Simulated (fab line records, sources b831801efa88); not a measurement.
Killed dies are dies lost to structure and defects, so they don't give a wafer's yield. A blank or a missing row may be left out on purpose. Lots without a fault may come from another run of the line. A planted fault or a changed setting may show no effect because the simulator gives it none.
Which tool did it? | flow gf180mcu | 6 lots, 18 wafers sampled, at 2 steps of a route of 602

WHAT THE GAUGES READ, wafer by wafer
GF_V4_RS_MEAS_24: measures by four-point-probe.
lot  | measured     | on            | V4_W_RS (ohm/sq)
L876 | day 24 18:20 | film_metro-01 | 0.324 0.320 0.325
L880 | day 26 05:11 | film_metro-02 | 0.326 0.327 0.327
L883 | day 27 04:01 | film_metro-01 | 0.332 0.332 0.330
L893 | day 30 03:24 | film_metro-04 | 0.326 0.330 0.328
L895 | day 30 11:45 | film_metro-04 | 0.324 0.320 0.325
L897 | day 31 02:49 | film_metro-01 | 0.327 0.329 0.327

WHICH TOOL RAN EACH LOT (tool, then ch and the chambers of the sampled wafers, then the start)
lot  | GF_V4_ETCH_17
L876 | rie_diel-01 ch 0,1,2, day 24 18:20 or earlier
L880 | rie_diel-03 ch 0,2,3, day 26 05:11 or earlier
L883 | rie_diel-04 ch 0,1,2, day 27 04:01 or earlier
L893 | rie_diel-04 ch 0,1, day 30 03:24 or earlier
L895 | rie_diel-01 ch 1,2,3, day 30 11:45 or earlier
L897 | rie_diel-04 ch 0,2, day 31 02:49 or earlier
- GF_V4_ETCH_17: etches SiO2 in C4F8/O2/Ar, stops on TiN, target depth 630 nm.

THE ANSWER, worked out from the rows above alone
Rule: what is usual is taken from the lots themselves. Put in order of their means at a reading, lots are off if they are a third of the lots or fewer, leave a main group of 4 or more, and stand apart from it by a gap of 3 or more times the standard deviation of the main group's means; of several such gaps the widest counts. A main group whose means are all the same, to the digits that the tables above print for the reading, isn't used. A lot without any number at a reading at which 4 lots or more have one is off too. The other lots that the step has rows for count as sound.
No lot is off at any reading shown: from this, nothing can be told.

WHAT THE SIMULATOR HAD PUT IN
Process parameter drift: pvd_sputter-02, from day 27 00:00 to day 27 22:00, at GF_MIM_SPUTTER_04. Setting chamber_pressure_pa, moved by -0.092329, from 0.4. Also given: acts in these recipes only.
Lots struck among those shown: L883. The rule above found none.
